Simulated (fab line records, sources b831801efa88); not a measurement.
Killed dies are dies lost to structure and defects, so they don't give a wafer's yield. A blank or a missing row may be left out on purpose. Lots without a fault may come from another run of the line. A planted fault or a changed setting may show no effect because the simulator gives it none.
fab line records | flow sky130
record lots=12 wafers=36 last_day=50
route steps=708 shown POLY_GATE@235 LDD_HVN@274 SD_P@329 SD_N@349 PAD_OPEN@708
lots that met no fault: from a run of the same line without faults
start_h: hours from the record's first day to the start of the lot's first wafer shown | wait_h: hours since the lot's step before | " the same as in the row above | L1.1+2: a row that stands for several wafers | - no value, or no start given | * or withheld: withheld | < > ~ a bound
route shown NAME@n: a module of which the file shows steps, and the number in the route of the first | usual: mean/standard deviation of fault-free wafers | same: alike in all rows | chamber/n: place in a boat | sites: the reading at each site | _std_site: their standard deviation | _edge_site: outer sites' mean less inner sites' | radius_mm: how far each site lies from the wafer's centre | mask NAME#n: copy n | behind: the tool/chamber that last shaped the wafer | hold: why the lot was held/for how many hours/how that ended | device: the transistor (n, p or np) that didn't switch | end of line: the same wafers' tests at the end of the route | a step without rows: its recipe alone | killed: dies lost to structure and defects at the first sort, not the wafer's yield | map: a wafer's dies, x killed, . not, _ none there
set.NAME: the setting as run; set.NAME@STEP: as run at that earlier step | model.NAME: the simulator's own value behind a step, which no gauge read
steps of the route over a sample of lots; a table a step, a row a wafer
services: from which hour (start_h, from the record's first day; less than 0 if before it) a tool's chamber was out of use, for how many hours, and why
## steps
# step SKY_POLY_GATE_THK_MEAS_21
# recipe reads=SiO2_of_POLY_GATE_OXIDATION_20
# usual POLY_GATE_OXIDATION_THK=4.01/0.065
# columns lot.wafer tool chamber start_h wait_h POLY_GATE_OXIDATION_THK[nm]
L847.3 film_metro-02 - 378.94 0.0 4.01
L847.4 " - " " 3.97
L847.6 " - " " 4.04
L849.1 film_metro-02 - 408.37 0.0 3.97
L849.3 " - " " 4.02
L849.5 " - " " 3.98
L850.1 film_metro-04 - 423.94 0.0 4.04
L850.5 " - " " 4.06
L850.6 " - " " 4.06
L853.2 film_metro-02 - 446.19 0.0 4.01
L853.4 " - " " 3.98
L853.6 " - " " 4.05
L855.1 film_metro-02 - 471.24 0.0 4.00
L855.3 " - " " 4.02
L855.6 " - " " 4.08
L857.4 film_metro-03 - 477.97 0.0 3.93
L857.5 " - " " 3.97
L857.6 " - " " 3.94
L858.3 film_metro-04 - 486.29 0.0 4.00
L858.4 " - " " 3.92
L858.6 " - " " 4.07
L860.1 film_metro-03 - 504.14 0.0 3.94
L860.2 " - " " 3.94
L860.3 " - " " 3.94
L861.2 film_metro-04 - 506.89 0.0 4.11
L861.4 " - " " 4.11
L861.6 " - " " 4.08
L862.1 film_metro-02 - 516.79 0.0 3.99
L862.2 " - " " 3.96
L862.4 " - " " 3.94
L863.2 film_metro-02 - 527.59 0.0 4.04
L863.3 " - " " 3.94
L863.5 " - " " 4.17
L868.3 film_metro-04 - 568.17 0.0 3.96
L868.4 " - " " 4.03
L868.6 " - " " 3.97
# step SKY_LDD_HVN_OVL_MEAS_07
# usual LDD_HVN_OVL=0.8/1.6
# columns lot.wafer tool chamber start_h wait_h LDD_HVN_OVL[nm]
L847.3 overlay-02 - 470.51 0.1 1.0
L847.4 " - " " 3.5
L847.6 " - " " -1.2
L849.1 overlay-02 - 501.89 0.1 1.3
L849.3 " - " " 3.1
L849.5 " - " " 2.2
L850.1 overlay-01 - 516.54 0.1 -1.6
L850.5 " - " " 0.4
L850.6 " - " " 2.9
L853.2 overlay-02 - 540.24 0.1 3.9
L853.4 " - " " 2.8
L853.6 " - " " 2.3
L855.1 overlay-02 - 563.35 0.1 -0.2
L855.3 " - " " 0.7
L855.6 " - " " 0.9
L857.4 overlay-01 - 570.86 0.1 -0.3
L857.5 " - " " 0.5
L857.6 " - " " -0.2
L858.3 overlay-01 - 578.45 0.1 -0.5
L858.4 " - " " -0.4
L858.6 " - " " 0.4
L860.1 overlay-01 - 596.69 0.1 -0.1
L860.2 " - " " 0.4
L860.3 " - " " 0.9
L861.2 overlay-02 - 598.24 0.1 0.3
L861.4 " - " " -0.5
L861.6 " - " " 1.8
L862.1 overlay-01 - 608.29 0.1 0.6
L862.2 " - " " -1.0
L862.4 " - " " 0.3
L863.2 overlay-02 - 618.69 0.1 1.9
L863.3 " - " " 1.8
L863.5 " - " " -1.7
L868.3 overlay-02 - 656.65 0.1 -2.5
L868.4 " - " " -1.2
L868.6 " - " " -0.3
# step SKY_SD_P_IMPLANT_09
# recipe species=BF2 energy_kev=20 dose_cm2=3e+15 tilt_deg=0
# usual end_station_pressure_torr=1.35e-05/1e-06 faraday_current_uA=11394/830 tilt_deg=0.000/0.021
# same implant_ion_amu=49
# columns lot.wafer tool chamber start_h wait_h end_station_pressure_torr faraday_current_uA tilt_deg
L847.3 implanter-03 0 592.34 0.1 1.18e-05 11045 -0.001
L847.4 " 0 " " 1.4e-05 10928 -0.013
L847.6 " 0 " " 1.34e-05 10909 0.008
L849.1 implanter-01 0 625.69 0.0 1.19e-05 10062 0.009
L849.3 " 0 " " 1.22e-05 10083 -0.018
L849.5 " 0 " " 1.25e-05 10077 -0.002
L850.1 implanter-03 0 640.44 0.0 1.24e-05 11322 -0.003
L850.5 " 0 " " 1.34e-05 11514 0.015
L850.6 " 0 " " 1.38e-05 11374 0.010
L853.2 implanter-04 0 658.07 0.0 1.32e-05 12424 0.010
L853.4 " 0 " " 1.43e-05 12366 0.034
L853.6 " 0 " " 1.46e-05 12452 0.014
L855.1 implanter-03 0 679.05 0.0 1.4e-05 10725 0.040
L855.3 " 0 " " 1.24e-05 11497 0.019
L855.6 " 0 " " 1.29e-05 10943 0.006
L857.4 implanter-04 0 701.87 0.1 1.51e-05 12369 0.003
L857.5 " 0 " " 1.25e-05 12407 -0.020
L857.6 " 0 " " 1.5e-05 12507 -0.020
L858.3 implanter-01 0 702.39 0.1 1.25e-05 10293 0.017
L858.4 " 0 " " 1.3e-05 10222 0.030
L858.6 " 0 " " 1.29e-05 9898 -0.011
L860.1 implanter-03 0 713.34 0.0 1.42e-05 10837 4.590
L860.2 " 0 " " 1.41e-05 11023 4.601
L860.3 " 0 " " 1.36e-05 10987 4.570
L861.2 implanter-03 0 713.67 0.0 1.29e-05 11037 4.562
L861.4 " 0 " " 1.38e-05 10774 4.599
L861.6 " 0 " " 1.38e-05 11312 4.592
L862.1 implanter-01 0 722.24 0.0 1.14e-05 10247 -0.007
L862.2 " 0 " " 1.1e-05 10025 -0.001
L862.4 " 0 " " 1.31e-05 10392 -0.020
L863.2 implanter-03 0 731.97 0.0 1.52e-05 10854 4.629
L863.3 " 0 " " 1.32e-05 11442 4.617
L863.5 " 0 " " 1.33e-05 10986 4.598
L868.3 implanter-04 0 770.54 0.1 1.44e-05 12659 -0.024
L868.4 " 0 " " 1.45e-05 12245 -0.041
L868.6 " 0 " " 1.5e-05 12270 -0.034
# step SKY_SD_P_TW_MEAS_11
# usual SD_P_TW=2825/36
# columns lot.wafer tool chamber start_h wait_h SD_P_TW
L847.3 film_metro-04 - 592.56 0.1 2884
L847.4 " - " " 2865
L847.6 " - " " 2883
L849.1 film_metro-04 - 625.94 0.1 2863
L849.3 " - " " 2868
L849.5 " - " " 2854
L850.1 film_metro-03 - 640.69 0.1 2843
L850.5 " - " " 2825
L850.6 " - " " 2826
L853.2 film_metro-03 - 658.30 0.1 2835
L853.4 " - " " 2846
L853.6 " - " " 2841
L855.1 film_metro-03 - 679.30 0.1 2847
L855.3 " - " " 2854
L855.6 " - " " 2866
L857.4 film_metro-04 - 702.07 0.1 2853
L857.5 " - " " 2846
L857.6 " - " " 2859
L858.3 film_metro-04 - 702.61 0.1 2861
L858.4 " - " " 2858
L858.6 " - " " 2863
L860.1 film_metro-04 - 713.59 0.1 3034
L860.2 " - " " 3023
L860.3 " - " " 3011
L861.2 film_metro-03 - 713.90 0.1 3020
L861.4 " - " " 3009
L861.6 " - " " 3010
L862.1 film_metro-03 - 722.49 0.1 2830
L862.2 " - " " 2806
L862.4 " - " " 2823
L863.2 film_metro-02 - 732.20 0.1 2949
L863.3 " - " " 2972
L863.5 " - " " 2945
L868.3 film_metro-02 - 770.76 0.1 2784
L868.4 " - " " 2768
L868.6 " - " " 2756
# step SKY_SD_N_CD_MEAS_07
# recipe target_cd_nm=380
# usual cd_nm=379.8/2.1
# columns lot.wafer tool chamber start_h wait_h cd_nm
L847.3 cd_sem-01 - 648.28 0.1 377.6
L847.4 " - " " 376.5
L847.6 " - " " 379.2
L849.1 cd_sem-02 - 682.04 0.1 376.0
L849.3 " - " " 377.5
L849.5 " - " " 375.2
L850.1 cd_sem-01 - 698.14 0.1 376.5
L850.5 " - " " 377.3
L850.6 " - " " 376.6
L853.2 cd_sem-02 - 715.26 0.1 380.3
L853.4 " - " " 380.8
L853.6 " - " " 378.1
L855.1 cd_sem-01 - 734.24 0.1 382.8
L855.3 " - " " 381.5
L855.6 " - " " 382.0
L857.4 cd_sem-01 - 757.87 0.1 378.0
L857.5 " - " " 377.3
L857.6 " - " " 376.3
L858.3 cd_sem-01 - 758.43 0.1 378.8
L858.4 " - " " 378.5
L858.6 " - " " 377.6
L860.1 cd_sem-01 - 766.79 0.1 380.7
L860.2 " - " " 381.0
L860.3 " - " " 377.0
L861.2 cd_sem-01 - 767.41 0.1 380.3
L861.4 " - " " 380.3
L861.6 " - " " 378.0
L862.1 cd_sem-02 - 775.56 0.1 379.3
L862.2 " - " " 379.3
L862.4 " - " " 377.4
L863.2 cd_sem-01 - 786.43 0.1 382.8
L863.3 " - " " 380.6
L863.5 " - " " 383.2
L868.3 cd_sem-01 - 823.53 0.1 378.7
L868.4 " - " " 378.6
L868.6 " - " " 382.5
# step SKY_SD_N_RS_MEAS_17
# recipe thk_meas_gauge=four-point-probe
# usual SD_P_RS=146.8/0.37
# columns lot.wafer tool chamber start_h wait_h SD_P_RS[ohm/sq]
L847.3 film_metro-04 - 649.24 0.1 146.5
L847.4 " - " " 147.0
L847.6 " - " " 147.6
L849.1 film_metro-02 - 683.00 0.1 146.9
L849.3 " - " " 146.6
L849.5 " - " " 146.7
L850.1 film_metro-02 - 699.10 0.1 147.0
L850.5 " - " " 147.4
L850.6 " - " " 147.9
L853.2 film_metro-03 - 716.22 0.1 146.8
L853.4 " - " " 146.7
L853.6 " - " " 146.9
L855.1 film_metro-02 - 735.20 0.1 147.5
L855.3 " - " " 147.1
L855.6 " - " " 146.7
L857.4 film_metro-04 - 758.83 0.1 146.7
L857.5 " - " " 146.4
L857.6 " - " " 146.4
L858.3 film_metro-03 - 759.47 0.1 146.4
L858.4 " - " " 147.0
L858.6 " - " " 147.0
L860.1 film_metro-04 - 767.75 0.1 140.5
L860.2 " - " " 140.6
L860.3 " - " " 140.7
L861.2 film_metro-04 - 768.42 0.1 140.5
L861.4 " - " " 140.4
L861.6 " - " " 140.3
L862.1 film_metro-03 - 776.52 0.1 146.9
L862.2 " - " " 146.8
L862.4 " - " " 146.5
L863.2 film_metro-04 - 787.39 0.1 140.2
L863.3 " - " " 140.6
L863.5 " - " " 140.1
L868.3 film_metro-04 - 824.49 0.1 146.9
L868.4 " - " " 146.2
L868.6 " - " " 146.0
# step SKY_PAD_OPEN_PROBE_99
# usual killed_at_M0_to_M3=44/7.5 killed_at_M4_up=3.3/1.8 killed_at_contacts=25/5.9 killed_at_front_end=16/4.7 killed_at_other=0.3/0.52 killed_dies=89/9.9 killed_open=49/7.8 killed_short=40/5.8
# same gross_dies=492 killed_at_back_side=0
# columns lot.wafer tool chamber start_h wait_h killed_at_M0_to_M3 killed_at_M4_up killed_at_contacts killed_at_front_end killed_at_other killed_dies killed_open killed_short
L858.3 prober-01 - 1157.48 0.2 36 0 34 8 0 78 43 35
L858.4 prober-01 - 1157.53 0.2 51 2 26 12 0 91 49 42
L858.6 prober-01 - 1157.63 0.2 34 0 23 14 0 71 44 26
L863.2 prober-02 - 1174.26 0.1 40 3 29 22 0 94 52 42
L863.3 prober-02 - 1174.31 0.2 38 2 24 25 0 89 52 37
L863.5 prober-02 - 1174.41 0.2 31 7 28 15 1 82 46 36
# killed by level:class
L858.3 CONTACT:geometric_particle:open=15 VIA1:geometric_particle:open=11 LI_CONTACT:geometric_particle:open=5 CONTACT:geometric_particle:short=5 METAL3:geometric_particle:short=5 LOCAL_INTERCONNECT:geometric_particle:short=4 METAL1:geometric_particle:short=4 FIELD_ISO:geometric_particle:short=3
L858.4 VIA1:geometric_particle:open=10 LI_CONTACT:geometric_particle:open=9 VIA3:geometric_particle:open=7 CONTACT:geometric_particle:open=6 VIA2:geometric_particle:open=6 VIA3:geometric_particle:short=6 LOCAL_INTERCONNECT:geometric_particle:short=5 METAL1:geometric_particle:short=5
L858.6 VIA1:geometric_particle:open=9 CONTACT:geometric_particle:open=8 METAL2:geometric_particle:short=7 LI_CONTACT:geometric_particle:open=5 VIA3:geometric_particle:open=5 POLY_GATE:geometric_particle:open=4 VIA2:geometric_particle:open=4 FIELD_ISO:geometric_particle:open=3
L863.2 CONTACT:geometric_particle:open=13 FIELD_ISO:geometric_particle:open=7 LI_CONTACT:geometric_particle:open=7 METAL1:geometric_particle:short=7 VIA1:geometric_particle:open=7 METAL2:geometric_particle:short=6 FIELD_ISO:geometric_particle:short=5 VIA3:geometric_particle:open=5
L863.3 CONTACT:geometric_particle:open=9 VIA1:geometric_particle:open=8 FIELD_ISO:geometric_particle:open=7 LI_CONTACT:geometric_particle:open=7 METAL1:geometric_particle:short=7 VIA3:geometric_particle:open=6 FIELD_ISO:geometric_particle:short=5 POLY_GATE:geometric_particle:short=5
L863.5 CONTACT:geometric_particle:open=15 VIA1:geometric_particle:open=8 VIA3:geometric_particle:open=7 FIELD_ISO:geometric_particle:open=5 LOCAL_INTERCONNECT:geometric_particle:short=5 CONTACT:geometric_particle:short=5 POLY_GATE:geometric_particle:short=4 METAL2:geometric_particle:short=4
## services
# columns tool chamber start_h hours kind
implanter-04 - 591.74 7.8 pm
implanter-04 - 624.28 4.2 pm
implanter-04 - 646.66 6.2 pm
implanter-01 - 667.74 9.2 repair
implanter-01 - 687.36 3.3 pm
implanter-03 - 691.05 3.7 pm
implanter-03 - 700.85 9.4 repair
implanter-04 - 720.41 3.2 repair
## key
first_sign step=SKY_SD_P_IMPLANT_09 reading=tilt_deg direction=up sigmas=99+ usual=* struck=*
effect step=SKY_SD_P_TW_MEAS_11 reading=SD_P_TW direction=up sigmas=4.8 usual=2825 struck=2997
effect step=SKY_SD_N_RS_MEAS_17 reading=SD_P_RS direction=down sigmas=17 usual=146.8 struck=140.4
met_at SKY_SD_P_IMPLANT_09
struck_lots L860,L861,L863
tester_left_out L860,L861,L863
not_acting_at SKY_POLY_GATE_THK_MEAS_21,SKY_LDD_HVN_OVL_MEAS_07,SKY_SD_N_CD_MEAS_07
fault kind=process_parameter_drift tool=implanter-03 chamber=- onset_h=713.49 steps=SKY_SD_P_IMPLANT_09 channel=tilt_deg offset=* shape=step end_h=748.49 acts_in=* stated=*
# tester_left_out: of these lots the tester's yield and bins aren't shown, on N5 and GAA mostly nor the transistor test; their killed dies are dies lost to structure and defects alone, not to doping, threshold or leakage, so they don't give the yield
